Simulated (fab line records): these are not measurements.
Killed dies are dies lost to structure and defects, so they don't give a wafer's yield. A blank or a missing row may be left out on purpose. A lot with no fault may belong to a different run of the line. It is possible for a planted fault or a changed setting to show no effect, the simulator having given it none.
fab line records ; flow sky130
[record] lots = 15; wafers = 45; last_day = 50
route steps=708 shown FIELD_ISO@15 NWELL@63
lots that met no fault: taken from a fault-free run of the same line
start_h: the number of hours between the record's first day and the start of the first shown wafer of the lot ; wait_h: time in hours since the lot's previous step ; " as in the row above ; L1.1+2: a row that stands for several wafers ; - no value, or no start was given ; * or withheld: withheld ; < > ~ a bound
route shown NAME@n: NAME is a module with steps in the file, n the number in the route of the first one ; usual: mean/standard deviation taken from wafers without a fault ; same: alike in all rows ; chamber/n: place in a boat ; sites: each site's reading ; _std_site: their standard deviation ; _edge_site: outer sites' mean less inner sites' ; radius_mm: for every site, how far away it sits from the centre of the wafer ; mask NAME#n: copy n ; behind: the last tool/chamber to shape the wafer ; hold: reason for holding the lot/hours on hold/outcome of the hold ; device: whichever transistor did not switch (one of n, p or np) ; end of line: the route-end tests of the same wafers ; a step with no rows: only its recipe ; killed: count of dies lost to structure and defects at first sort (not the wafer's yield) ; map: a wafer's dies, marking killed ones x, the rest . and places with no die _
set.NAME: the setting as run; set.NAME@STEP: as run at that earlier step ; model.NAME: the simulator's own value behind a step, which no gauge read
steps of the route over a sample of lots; a table a step, a row a wafer
services: from which hour (start_h, from the record's first day; less than 0 if before it) a tool's chamber was out of use, for how many hours, and why
[[steps]]
[step SKY_FIELD_ISO_ETCH_14]
[recipe] chemistry = N2/H2; target = BARC; ion_energy_ev = 200; source_w = 500; bias_w = 100; pressure_mtorr = 30; n2_flow_sccm = 100; h2_flow_sccm = 200; stop_on = SiO2; time_s = 45.9; target_depth_a = 600
[usual] bias_w = 99.98/0.27; chamber_pressure_mTorr = 29.998/0.029; drypump_motor_current_A = 5.9/0.37; n2_flow_sccm = 100.0/0.3; oes_product_au = 0.855/0.0047; throttle_valve_pct = 13.224/0.01
lot.wafer;tool;chamber;start_h;wait_h;bias_w;chamber_pressure_mTorr;drypump_motor_current_A;n2_flow_sccm;oes_product_au;rf_hours_counter_h;throttle_valve_pct
L296.1;rie_diel-03;0;34.55;0.1;100.05;29.978;6.1;100.6;0.854;150;13.231
L296.3;rie_diel-03;2;34.55;0.1;99.78;30.031;6.2;100.0;0.859;2;13.249
L296.5;rie_diel-03;2;34.55;0.1;99.86;30.008;6.2;100.0;0.870;-;13.208
L298.1;rie_diel-04;2;44.80;0.1;99.91;29.985;5.8;100.2;0.855;1;13.221
L298.2;rie_diel-04;0;44.80;0.1;100.21;29.987;5.8;100.0;0.857;96;13.233
L298.4;rie_diel-04;3;44.80;0.1;100.15;29.948;5.5;99.8;0.856;-;13.228
L299.1;rie_diel-03;2;51.41;0.1;99.65;29.997;6.2;100.1;0.858;2;13.213
L299.3;rie_diel-03;0;51.41;0.1;99.74;30.004;6.1;100.2;0.857;151;13.238
L299.6;rie_diel-03;3;51.41;0.1;100.30;29.997;6.2;99.8;0.854;-;13.239
L302.1;rie_diel-03;2;66.55;0.1;99.79;30.000;6.2;100.2;0.863;3;13.206
L302.2;rie_diel-03;1;66.55;0.1;99.78;29.989;5.7;99.8;0.861;97;13.246
L302.3;rie_diel-03;3;66.55;0.1;100.27;30.012;6.2;99.9;0.857;2;13.237
L303.1;rie_diel-02;0;71.40;0.1;99.48;29.985;5.6;99.6;0.855;82;13.206
L303.2;rie_diel-02;3;71.40;0.1;99.78;29.990;4.9;99.5;0.850;99;13.211
L303.4;rie_diel-02;2;71.40;0.1;100.10;30.004;6.2;99.7;0.860;28;13.221
L304.1;rie_diel-03;3;75.01;0.1;99.30;29.993;6.2;99.4;0.852;2;13.238
L304.2;rie_diel-03;2;75.01;0.1;99.78;30.002;6.2;100.2;0.849;3;13.221
L304.6;rie_diel-03;1;75.01;0.1;100.39;29.980;5.7;100.5;0.848;-;13.213
L305.2;rie_diel-02;1;81.28;0.1;100.25;29.995;5.9;99.6;0.858;63;13.224
L305.5;rie_diel-02;1;81.28;0.1;99.98;30.026;5.9;100.2;0.859;-;13.229
L305.6;rie_diel-02;2;81.28;0.1;100.08;30.033;6.3;100.0;0.859;-;13.224
L306.1;rie_diel-02;0;86.41;0.1;99.78;29.997;5.5;100.2;0.856;82;13.223
L306.2;rie_diel-02;3;86.41;0.1;99.92;30.001;4.9;99.7;0.855;100;13.221
L306.4;rie_diel-02;1;86.41;0.1;99.48;30.043;5.9;100.3;0.855;63;13.222
L307.2;rie_diel-03;1;90.10;0.1;99.88;30.012;5.7;100.1;0.847;98;13.230
L307.3;rie_diel-03;2;90.10;0.1;99.75;29.945;6.1;99.6;0.856;3;13.219
L307.6;rie_diel-03;2;90.10;0.1;99.91;30.015;6.2;100.1;0.846;-;13.216
L308.1;rie_diel-02;3;98.91;0.1;99.76;29.946;4.9;100.0;0.846;100;13.210
L308.3;rie_diel-02;1;98.91;0.1;99.77;29.939;5.9;99.9;0.858;63;13.209
L308.6;rie_diel-02;3;98.91;0.1;99.98;29.960;4.9;100.4;0.852;-;13.228
L309.1;rie_diel-02;1;101.25;0.1;99.84;29.992;5.9;100.1;0.853;63;13.217
L309.2;rie_diel-02;2;101.25;0.1;99.83;29.972;6.3;99.9;0.853;28;13.201
L309.4;rie_diel-02;3;101.25;0.1;99.84;30.016;5.0;99.8;0.851;100;13.220
L315.1;rie_diel-02;0;132.70;0.1;-;-;-;-;-;-;-
L315.2;rie_diel-02;1;132.70;0.1;-;-;-;-;-;-;-
L315.5;rie_diel-02;2;132.70;0.1;-;-;-;-;-;-;-
L316.1;rie_diel-02;2;137.86;0.1;-;-;-;-;-;-;-
L316.3;rie_diel-02;1;137.86;0.1;-;-;-;-;-;-;-
L316.4;rie_diel-02;0;137.86;0.1;-;-;-;-;-;-;-
L317.2;rie_diel-03;3;143.56;0.1;-;-;-;-;-;-;-
L317.4;rie_diel-03;1;143.56;0.1;-;-;-;-;-;-;-
L317.5;rie_diel-03;2;143.56;0.1;-;-;-;-;-;-;-
L318.2;rie_diel-04;1;148.96;0.1;100.15;30.051;6.1;100.4;0.854;79;13.245
L318.3;rie_diel-04;2;148.96;0.1;100.64;30.008;5.8;99.5;0.863;3;13.221
L318.5;rie_diel-04;1;148.96;0.1;100.49;30.009;6.1;100.0;0.857;-;13.220
[step SKY_FIELD_ISO_ETCH_15]
[recipe] chemistry = CHF3/O2; target_depth_nm = 180; stop_on = Si; source_w = 582.2; bias_w = 200; pressure_mtorr = 40; chf3_flow_sccm = 50; O2_flow_sccm = 5; time_s = 72
[usual] O2_flow_sccm = 5.001/0.016; bias_w = 200.0/0.58; drypump_motor_current_A = 5.8/0.38; oes_product_au = 0.893/0.0064; throttle_valve_pct = 8.830/0.009
lot.wafer;tool;chamber;start_h;wait_h;O2_flow_sccm;bias_w;drypump_motor_current_A;oes_product_au;rf_hours_counter_h;throttle_valve_pct
L296.1;rie_diel-03;0;34.59;0.0;4.983;199.8;6.1;0.891;150;8.840
L296.3;rie_diel-03;2;34.59;0.0;5.011;200.1;6.1;0.898;2;8.822
L296.5;rie_diel-03;2;34.59;0.0;4.992;198.7;6.1;0.887;-;8.843
L298.1;rie_diel-04;2;44.84;0.0;4.995;200.5;5.8;0.892;1;8.823
L298.2;rie_diel-04;0;44.84;0.0;4.999;199.5;5.7;0.897;96;8.831
L298.4;rie_diel-04;3;44.84;0.0;5.009;200.1;5.4;0.887;-;8.836
L299.1;rie_diel-03;2;51.45;0.0;4.995;199.5;6.2;0.901;2;8.829
L299.3;rie_diel-03;0;51.45;0.0;5.026;200.3;6.1;0.885;151;8.836
L299.6;rie_diel-03;3;51.45;0.0;5.016;200.6;6.2;0.884;-;8.819
L302.1;rie_diel-03;2;66.59;0.0;4.983;200.3;6.2;0.892;3;8.835
L302.2;rie_diel-03;1;66.59;0.0;4.968;200.2;5.7;0.886;97;8.824
L302.3;rie_diel-03;3;66.59;0.0;5.002;199.8;6.2;0.888;2;8.845
L303.1;rie_diel-02;0;71.44;0.0;5.019;199.8;5.5;0.895;82;8.821
L303.2;rie_diel-02;3;71.44;0.0;5.003;199.1;4.9;0.889;99;8.827
L303.4;rie_diel-02;2;71.44;0.0;4.999;199.5;6.2;0.894;28;8.838
L304.1;rie_diel-03;3;75.05;0.0;5.015;200.0;6.2;0.893;2;8.836
L304.2;rie_diel-03;2;75.05;0.0;4.990;200.5;6.1;0.893;3;8.832
L304.6;rie_diel-03;1;75.05;0.0;4.997;200.8;5.7;0.894;-;8.837
L305.2;rie_diel-02;1;81.33;0.0;5.012;200.0;5.9;0.901;63;8.827
L305.5;rie_diel-02;1;81.33;0.0;4.993;200.3;5.8;0.896;-;8.822
L305.6;rie_diel-02;2;81.33;0.0;5.005;199.4;6.2;0.891;-;8.829
L306.1;rie_diel-02;0;86.45;0.0;4.976;199.3;5.5;0.882;82;8.828
L306.2;rie_diel-02;3;86.45;0.0;4.979;200.2;4.8;0.879;100;8.812
L306.4;rie_diel-02;1;86.45;0.0;4.993;200.5;5.9;0.897;63;8.840
L307.2;rie_diel-03;1;90.14;0.0;5.028;199.2;5.7;0.890;98;8.828
L307.3;rie_diel-03;2;90.14;0.0;4.990;200.1;6.2;0.886;3;8.828
L307.6;rie_diel-03;2;90.14;0.0;4.984;200.1;6.1;0.895;-;8.827
L308.1;rie_diel-02;3;98.95;0.0;5.018;200.1;4.9;0.883;100;8.830
L308.3;rie_diel-02;1;98.95;0.0;5.024;199.3;5.9;0.897;63;8.827
L308.6;rie_diel-02;3;98.95;0.0;5.002;200.1;4.9;0.895;-;8.827
L309.1;rie_diel-02;1;101.29;0.0;5.018;199.3;5.9;0.895;63;8.825
L309.2;rie_diel-02;2;101.29;0.0;4.986;200.2;6.3;0.896;28;8.822
L309.4;rie_diel-02;3;101.29;0.0;4.991;199.3;4.9;0.889;100;8.833
L315.1;rie_diel-02;0;132.74;0.0;5.030;200.2;5.6;0.374;83;8.666
L315.2;rie_diel-02;1;132.74;0.0;5.006;200.7;5.9;0.376;64;8.671
L315.5;rie_diel-02;2;132.74;0.0;5.020;200.9;6.2;0.368;-;8.677
L316.1;rie_diel-02;2;137.90;0.0;5.000;200.7;6.2;0.372;29;8.673
L316.3;rie_diel-02;1;137.90;0.0;4.992;199.5;5.9;0.380;64;8.670
L316.4;rie_diel-02;0;137.90;0.0;5.022;199.7;5.5;0.380;-;8.683
L317.2;rie_diel-03;3;143.60;0.0;4.997;199.8;6.2;0.376;4;8.680
L317.4;rie_diel-03;1;143.60;0.0;4.992;200.8;5.7;0.376;99;8.663
L317.5;rie_diel-03;2;143.60;0.0;4.993;198.7;6.2;0.373;-;8.686
L318.2;rie_diel-04;1;149.00;0.0;5.003;199.4;6.1;0.902;79;8.813
L318.3;rie_diel-04;2;149.00;0.0;4.997;199.7;5.8;0.901;3;8.838
L318.5;rie_diel-04;1;149.00;0.0;5.012;200.9;6.1;0.910;-;8.837
[step SKY_FIELD_ISO_STRIP_16]
[recipe] chemistry = O2/N2; power_w = 1400; pressure_mtorr = 1500; platen_temp_c = withheld; o2_flow_sccm = 3000; n2_flow_sccm = 300; overash_fraction = 0.5
[usual] drypump_motor_current_A = 5.7/0.5; n2_flow_sccm = 300.0/0.95; oes_product_au = 0.379/0.0054; strip_time_to_endpoint_s = 3.58/0.044
lot.wafer;tool;chamber;start_h;wait_h;drypump_motor_current_A;n2_flow_sccm;oes_product_au;rf_hours_counter_h;strip_time_to_endpoint_s
L296.1;plasma_asher-02;0;34.65;0.0;5.0;300.3;0.381;37;3.62
L296.3;plasma_asher-02;0;34.65;0.0;5.0;300.2;0.384;-;3.57
L296.5;plasma_asher-02;1;34.65;0.0;6.1;299.8;0.373;-;3.58
L298.1;plasma_asher-03;1;44.90;0.0;5.4;300.3;0.382;36;3.63
L298.2;plasma_asher-03;0;44.90;0.0;5.5;301.1;0.377;36;3.51
L298.4;plasma_asher-03;1;44.90;0.0;5.4;299.5;0.381;-;3.55
L299.1;plasma_asher-04;1;51.51;0.0;5.8;299.1;0.377;37;3.64
L299.3;plasma_asher-04;0;51.51;0.0;6.6;298.2;0.384;-;3.63
L299.6;plasma_asher-04;1;51.51;0.0;5.8;299.4;0.379;-;3.63
L302.1;plasma_asher-03;1;66.65;0.0;5.3;299.7;0.390;38;3.63
L302.2;plasma_asher-03;0;66.65;0.0;5.5;299.9;0.388;38;3.65
L302.3;plasma_asher-03;0;66.65;0.0;5.5;299.1;0.390;-;3.62
L303.1;plasma_asher-03;1;71.49;0.0;5.3;300.5;0.381;38;3.57
L303.2;plasma_asher-03;0;71.49;0.0;5.5;298.6;0.376;38;3.55
L303.4;plasma_asher-03;1;71.49;0.0;5.3;301.9;0.380;-;3.57
L304.1;plasma_asher-04;1;75.11;0.0;5.8;301.7;0.382;39;3.59
L304.2;plasma_asher-04;0;75.11;0.0;6.6;300.9;0.375;39;3.58
L304.6;plasma_asher-04;0;75.11;0.0;6.6;299.3;0.380;-;3.66
L305.2;plasma_asher-03;0;81.38;0.0;5.5;298.7;0.377;39;3.57
L305.5;plasma_asher-03;1;81.38;0.0;5.4;300.8;0.372;-;3.59
L305.6;plasma_asher-03;0;81.38;0.0;5.5;300.1;0.381;-;3.56
L306.1;plasma_asher-02;1;86.51;0.0;6.1;299.6;0.376;42;3.54
L306.2;plasma_asher-02;0;86.51;0.0;4.9;299.5;0.384;42;3.55
L306.4;plasma_asher-02;1;86.51;0.0;6.1;298.6;0.385;-;3.59
L307.2;plasma_asher-02;0;90.20;0.0;5.0;299.8;0.381;42;3.68
L307.3;plasma_asher-02;0;90.20;0.0;4.9;298.5;0.379;-;3.62
L307.6;plasma_asher-02;1;90.20;0.0;6.1;299.5;0.389;-;3.60
L308.1;plasma_asher-04;0;99.01;0.0;6.6;300.4;0.393;41;3.54
L308.3;plasma_asher-04;1;99.01;0.0;5.8;300.0;0.379;-;3.59
L308.6;plasma_asher-04;0;99.01;0.0;6.6;299.3;0.382;-;3.59
L309.1;plasma_asher-04;0;101.34;0.0;6.6;301.5;0.371;41;3.55
L309.2;plasma_asher-04;1;101.34;0.0;5.8;299.5;0.380;41;3.56
L309.4;plasma_asher-04;1;101.34;0.0;5.8;299.4;0.379;-;3.52
L315.1;plasma_asher-02;1;132.79;0.0;6.1;300.3;0.389;46;3.99
L315.2;plasma_asher-02;0;132.79;0.0;5.0;299.5;0.393;46;4.00
L315.5;plasma_asher-02;1;132.79;0.0;6.1;301.5;0.399;-;4.00
L316.1;plasma_asher-03;1;137.96;0.0;5.4;299.5;0.397;46;4.03
L316.3;plasma_asher-03;0;137.96;0.0;5.6;300.7;0.395;-;4.03
L316.4;plasma_asher-03;1;137.96;0.0;5.3;300.2;0.399;-;4.00
L317.2;plasma_asher-04;0;143.66;0.0;6.6;300.8;0.401;2;4.08
L317.4;plasma_asher-04;0;143.66;0.0;6.6;299.2;0.406;-;4.11
L317.5;plasma_asher-04;0;143.66;0.0;6.6;299.2;0.406;-;4.10
L318.2;plasma_asher-04;1;149.06;0.0;5.8;300.5;0.388;2;3.58
L318.3;plasma_asher-04;0;149.06;0.0;6.6;301.9;0.379;-;3.60
L318.5;plasma_asher-04;1;149.06;0.0;5.8;298.9;0.384;-;3.60
[step SKY_FIELD_ISO_THK_MEAS_25]
[recipe] reads = SiO2_of_FIELD_ISO_CVD_24
[usual] FIELD_ISO_CVD_24_THK = 599/7.5
lot.wafer;tool;chamber;start_h;wait_h;FIELD_ISO_CVD_24_THK[nm]
L296.1;film_metro-01;-;36.39;0.0;608
L296.3;film_metro-01;-;36.39;0.0;610
L296.5;film_metro-01;-;36.39;0.0;604
L298.1;film_metro-01;-;48.22;0.1;599
L298.2;film_metro-01;-;48.22;0.1;612
L298.4;film_metro-01;-;48.22;0.1;603
L299.1;film_metro-01;-;53.46;0.0;609
L299.3;film_metro-01;-;53.46;0.0;611
L299.6;film_metro-01;-;53.46;0.0;612
L302.1;film_metro-02;-;68.44;0.0;598
L302.2;film_metro-02;-;68.44;0.0;607
L302.3;film_metro-02;-;68.44;0.0;610
L303.1;film_metro-03;-;73.27;0.0;592
L303.2;film_metro-03;-;73.27;0.0;588
L303.4;film_metro-03;-;73.27;0.0;597
L304.1;film_metro-02;-;78.54;0.0;603
L304.2;film_metro-02;-;78.54;0.0;595
L304.6;film_metro-02;-;78.54;0.0;598
L305.2;film_metro-03;-;84.84;0.0;597
L305.5;film_metro-03;-;84.84;0.0;604
L305.6;film_metro-03;-;84.84;0.0;597
L306.1;film_metro-01;-;88.26;0.0;610
L306.2;film_metro-01;-;88.26;0.0;606
L306.4;film_metro-01;-;88.26;0.0;604
L307.2;film_metro-01;-;92.95;0.0;604
L307.3;film_metro-01;-;92.95;0.0;601
L307.6;film_metro-01;-;92.95;0.0;595
L308.1;film_metro-03;-;100.78;0.0;592
L308.3;film_metro-03;-;100.78;0.0;588
L308.6;film_metro-03;-;100.78;0.0;592
L309.1;film_metro-02;-;103.12;0.0;600
L309.2;film_metro-02;-;103.12;0.0;591
L309.4;film_metro-02;-;103.12;0.0;590
L315.1;film_metro-01;-;136.05;0.0;598
L315.2;film_metro-01;-;136.05;0.0;603
L315.5;film_metro-01;-;136.05;0.0;606
L316.1;film_metro-02;-;142.17;0.0;601
L316.3;film_metro-02;-;142.17;0.0;594
L316.4;film_metro-02;-;142.17;0.0;590
L317.2;film_metro-01;-;146.16;0.0;590
L317.4;film_metro-01;-;146.16;0.0;585
L317.5;film_metro-01;-;146.16;0.0;599
L318.2;film_metro-02;-;150.84;0.0;596
L318.3;film_metro-02;-;150.84;0.0;598
L318.5;film_metro-02;-;150.84;0.0;591
[step SKY_NWELL_OVL_MEAS_10]
[usual] NWELL_00_OVL = 0.5/1.4
lot.wafer;tool;chamber;start_h;wait_h;NWELL_00_OVL[nm]
L296.1;overlay-01;-;92.83;-;-0.5
L296.3;overlay-01;-;92.83;-;-0.7
L296.5;overlay-01;-;92.83;-;0.0
L298.1;overlay-01;-;104.01;-;0.8
L298.2;overlay-01;-;104.01;-;1.2
L298.4;overlay-01;-;104.01;-;0.8
L299.1;overlay-02;-;109.58;-;1.1
L299.3;overlay-02;-;109.58;-;-0.9
L299.6;overlay-02;-;109.58;-;1.8
L302.1;overlay-02;-;126.04;-;2.1
L302.2;overlay-02;-;126.04;-;1.6
L302.3;overlay-02;-;126.04;-;-0.7
L303.1;overlay-02;-;131.61;-;1.9
L303.2;overlay-02;-;131.61;-;2.6
L303.4;overlay-02;-;131.61;-;1.1
L304.1;overlay-02;-;138.13;-;-0.5
L304.2;overlay-02;-;138.13;-;-0.6
L304.6;overlay-02;-;138.13;-;-2.6
L305.2;overlay-02;-;144.39;-;0.9
L305.5;overlay-02;-;144.39;-;0.0
L305.6;overlay-02;-;144.39;-;0.5
L306.1;overlay-02;-;149.16;-;-1.6
L306.2;overlay-02;-;149.16;-;-1.3
L306.4;overlay-02;-;149.16;-;-0.9
L307.2;overlay-02;-;154.78;-;3.9
L307.3;overlay-02;-;154.78;-;1.1
L307.6;overlay-02;-;154.78;-;2.5
L308.1;overlay-02;-;162.33;-;1.1
L308.3;overlay-02;-;162.33;-;2.4
L308.6;overlay-02;-;162.33;-;2.5
L309.1;overlay-02;-;166.39;-;-0.9
L309.2;overlay-02;-;166.39;-;-1.6
L309.4;overlay-02;-;166.39;-;-1.2
L318.2;overlay-02;-;218.22;-;-1.0
L318.3;overlay-02;-;218.22;-;0.6
L318.5;overlay-02;-;218.22;-;0.6
[step SKY_NWELL_RS_MEAS_29]
[recipe] thk_meas_gauge = four-point-probe
[usual] NWELL_RS = 628.1/1.6
lot.wafer;tool;chamber;start_h;wait_h;NWELL_RS[ohm/sq]
L296.1;film_metro-02;-;111.48;0.1;626.4
L296.3;film_metro-02;-;111.48;0.1;628.0
L296.5;film_metro-02;-;111.48;0.1;625.6
L298.1;film_metro-03;-;123.19;0.1;627.6
L298.2;film_metro-03;-;123.19;0.1;628.1
L298.4;film_metro-03;-;123.19;0.1;626.5
L299.1;film_metro-04;-;128.78;0.1;629.0
L299.3;film_metro-04;-;128.78;0.1;631.9
L299.6;film_metro-04;-;128.78;0.1;630.2
L302.1;film_metro-04;-;145.82;0.1;629.8
L302.2;film_metro-04;-;145.82;0.1;630.6
L302.3;film_metro-04;-;145.82;0.1;630.9
L303.1;film_metro-03;-;152.36;0.1;628.5
L303.2;film_metro-03;-;152.36;0.1;627.6
L303.4;film_metro-03;-;152.36;0.1;627.6
L304.1;film_metro-04;-;159.11;0.1;628.4
L304.2;film_metro-04;-;159.11;0.1;627.1
L304.6;film_metro-04;-;159.11;0.1;628.3
L305.2;film_metro-04;-;165.55;0.1;626.1
L305.5;film_metro-04;-;165.55;0.1;625.3
L305.6;film_metro-04;-;165.55;0.1;625.9
L306.1;film_metro-03;-;169.82;0.1;627.6
L306.2;film_metro-03;-;169.82;0.1;628.6
L306.4;film_metro-03;-;169.82;0.1;626.6
L307.2;film_metro-04;-;175.08;0.1;629.3
L307.3;film_metro-04;-;175.08;0.1;628.7
L307.6;film_metro-04;-;175.08;0.1;629.5
L308.1;film_metro-04;-;183.37;0.1;625.7
L308.3;film_metro-04;-;183.37;0.1;625.4
L308.6;film_metro-04;-;183.37;0.1;627.5
L309.1;film_metro-02;-;187.71;0.1;628.8
L309.2;film_metro-02;-;187.71;0.1;631.5
L309.4;film_metro-02;-;187.71;0.1;631.3
L318.2;film_metro-03;-;241.98;0.1;626.0
L318.3;film_metro-03;-;241.98;0.1;628.0
L318.5;film_metro-03;-;241.98;0.1;629.1
[[services]]
tool;chamber;start_h;hours;kind
rie_diel-02;2;26.84;6.5;repair
rie_diel-04;1;35.13;26.7;repair
rie_diel-04;3;37.03;3.9;repair
plasma_asher-02;-;45.33;2.0;repair
rie_diel-04;3;58.21;4.2;repair
rie_diel-03;0;62.70;15.2;repair
rie_diel-04;-;68.05;5.5;repair
rie_diel-02;-;71.53;4.2;repair
rie_diel-02;-;73.60;1.5;repair
rie_diel-03;0;78.61;14.3;repair
plasma_asher-03;-;87.69;2.8;pm
rie_diel-02;1;92.74;1.5;repair
rie_diel-02;3;102.94;37.6;repair
plasma_asher-04;-;108.75;9.0;pm
plasma_asher-04;0;108.75;16.9;vent_cycle
plasma_asher-04;1;108.75;16.9;vent_cycle
plasma_asher-04;-;112.37;13.3;repair
plasma_asher-02;-;112.78;5.2;repair
rie_diel-03;0;116.35;3.3;repair
plasma_asher-04;0;117.75;-;clean
rie_diel-02;-;118.37;2.8;pm
rie_diel-03;1;134.95;2.3;repair
rie_diel-04;-;139.36;0.7;repair
rie_diel-03;3;145.04;9.6;repair
[[key]]
[first_sign] step = SKY_FIELD_ISO_ETCH_14; reading = tool_record; direction = missing
[effect] step = SKY_FIELD_ISO_ETCH_15; reading = oes_product_au; direction = down; sigmas = 80; usual = 0.893; struck = 0.375
[effect] step = SKY_FIELD_ISO_STRIP_16; reading = strip_time_to_endpoint_s; direction = up; sigmas = 10; usual = *; struck = *
met_at SKY_FIELD_ISO_ETCH_14
struck_lots L315,L316,L317
later_rows_left_out L315.1,L315.2,L315.5,L316.1,L316.3,L316.4,L317.2,L317.4,L317.5
sort_left_out L315.1,L315.2,L315.5,L316.1,L316.3,L316.4,L317.2,L317.4,L317.5
tester_left_out L315,L316,L317
not_acting_at SKY_FIELD_ISO_THK_MEAS_25,SKY_NWELL_OVL_MEAS_10,SKY_NWELL_RS_MEAS_29
onset_between 101.25 132.70
[fault] kind = skipped_step_whole; tool = rie_diel-02,rie_diel-03; chamber = -; onset_h = 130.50; steps = SKY_FIELD_ISO_ETCH_14; scope = struck_lots_only
// tester_left_out: of these lots the tester's yield and bins aren't shown, on N5 and GAA mostly nor the transistor test; their killed dies are dies lost to structure and defects alone, not to doping, threshold or leakage, so they don't give the yield
// sort_left_out: the simulated sort isn't trusted on such a fault, so these wafers' sort isn't shown, and their yield isn't known
// later_rows_left_out: the simulator's readings of these wafers behind a module that went badly wrong aren't trusted and aren't shown, but for the sort
